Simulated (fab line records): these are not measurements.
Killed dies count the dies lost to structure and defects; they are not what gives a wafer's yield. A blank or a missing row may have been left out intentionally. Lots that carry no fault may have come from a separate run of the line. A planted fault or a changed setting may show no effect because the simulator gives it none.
2 desks, one fault    flow gf180mcu    numbers are kept per desk, each desk with only its own; the story behind them comes last

THE METROLOGY DESK
Means of the sampled wafers that have a number, per lot and without regard to the tool the lot ran on: this is what the gauges read. A lot is out of limits, marked OUT, if its mean lies more than 4 standard deviations from the usual mean; the brackets give that distance.
Columns: A = VT_IMPLANT_01_OVL at GF_VT_IMPLANT_OVL_MEAS_18, usual 0.3 nm
lot   first seen here  A
L118  day 6 03:53      0.3
L119  day 6 11:11      -0.6
L120  day 6 14:10      -0.8
L121  day 7 00:46      1.2
L123  day 7 18:55      1.7
L124  day 8 10:49      1.7
L129  day 9 07:10      0.2
L135  day 10 17:40     -1.2
L136  day 11 01:46     0.7
L137  day 11 08:34     0.6
L138  day 11 12:55     0.7
L140  day 12 01:51     1.5
L141  day 12 11:39     -0.5
This desk's verdict: no lot among the 13 shows anything out of limits.

AT THE TOOL OWNER'S DESK: lithoTrack-03
The tool's own readings at GF_POLY_GATE_SOFTBAKE_06 (time 60 s): means of the sampled wafers that have a number, for each lot that ran on this tool. A lot is out of limits, marked OUT, if its mean lies more than 4 standard deviations from the usual mean; the brackets give that distance.
Columns: A = resistLineTempC at GF_POLY_GATE_SOFTBAKE_06, usual 23.00 C; B = runLengthS at GF_POLY_GATE_SOFTBAKE_06, usual 89.33 s
lot   first seen here  A      B
L118  day 8 16:00      23.05  89.49
L121  day 9 19:00      22.99  89.53
L123  day 10 13:00     22.89  89.48
L124  day 11 07:00     22.93  89.48
L129  day 12 09:00     22.90  89.41
L135  day 13 19:00     23.05  90.52 (+5.0) OUT
L136  day 14 04:00     22.94  92.59 (+14) OUT
This desk's finding: out of limits on L135, L136; first on L135, day 13 19:00 (runLengthS at GF_POLY_GATE_SOFTBAKE_06). In limits: L118, L121, L123, L124, L129.

ALL TOGETHER
An alarm could have come from the tool owner's desk at day 13 19:00, on L135, L136.
The metrology desk saw nothing out of limits.
The metrology desk has L135, L136 on record, within its limits.
Every lot named ran GF_POLY_GATE_SOFTBAKE_06 on lithoTrack-03.

WHAT THE SIMULATOR PUT IN
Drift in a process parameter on lithoTrack-03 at GF_POLY_GATE_SOFTBAKE_06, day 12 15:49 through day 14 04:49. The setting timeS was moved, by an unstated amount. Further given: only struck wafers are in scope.
Shown lots that were struck: L135, L136.
How many hours passed from the start of the fault until each desk's first out-of-limits reading: the tool owner's desk, 27.
